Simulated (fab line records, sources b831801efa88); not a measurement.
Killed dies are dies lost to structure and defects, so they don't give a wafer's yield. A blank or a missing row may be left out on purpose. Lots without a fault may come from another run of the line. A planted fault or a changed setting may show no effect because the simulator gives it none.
One fault seen from 2 desks | flow sky130 | each desk has only its own numbers; what lay behind them comes last

THE TOOL OWNER'S DESK: rie_metal-01
The tool's own readings at SKY_CAP2M_METAL_ETCH_13 (etches TiN in Cl2/BCl3, stops on SiO2, target depth 220 nm, time 62.9 s): means of the sampled wafers that have a number, for each lot that ran on this tool. A lot is out of limits, marked OUT, if its mean lies more than 4 standard deviations from the usual mean; the brackets give that distance.
Columns: A = drypump_motor_current_A at SKY_CAP2M_METAL_ETCH_13, usual 5.78 A; B = oes_product_au at SKY_CAP2M_METAL_ETCH_13, usual 0.940 a.u.; C = throttle_valve_pct at SKY_CAP2M_METAL_ETCH_13, usual 21.903 %
lot  | first seen here | A    | B     | C
L238 | day 41 09:54    | 5.91 | 0.944 | 21.901
L239 | day 41 15:12    | 5.92 | 0.939 | 21.902
L243 | day 43 20:39    | 5.93 | 0.935 | 21.897
L246 | day 44 04:54    | 5.93 | 0.936 | 21.911
This desk's finding: nothing out of limits on any of the 4 lots.

THE METROLOGY DESK
What the gauges read, lot by lot, whatever tool the lot ran on: means of the sampled wafers that have a number. A lot is out of limits, marked OUT, if its mean lies more than 4 standard deviations from the usual mean; the brackets give that distance.
Columns: A = cd_nm at SKY_VIA3_CD_MEAS_12, usual 200.1 nm
lot  | first seen here | A
L235 | day 39 07:47    | 200.6
L236 | day 40 00:44    | 200.1
L237 | day 40 04:01    | 201.5
L238 | day 40 08:57    | 199.8
L239 | day 40 13:34    | 200.2
L243 | day 42 20:13    | 199.9
L244 | day 42 23:58    | 202.5
L246 | day 43 05:31    | 198.8
L253 | day 44 22:58    | 202.7
L256 | day 45 07:58    | 198.2
L255 | day 45 10:44    | 199.9
L257 | day 45 17:26    | 198.8
This desk's finding: nothing out of limits on any of the 12 lots.

PUT TOGETHER
The tool owner's desk saw nothing out of limits.
The metrology desk saw nothing out of limits.

WHAT THE SIMULATOR HAD PUT IN
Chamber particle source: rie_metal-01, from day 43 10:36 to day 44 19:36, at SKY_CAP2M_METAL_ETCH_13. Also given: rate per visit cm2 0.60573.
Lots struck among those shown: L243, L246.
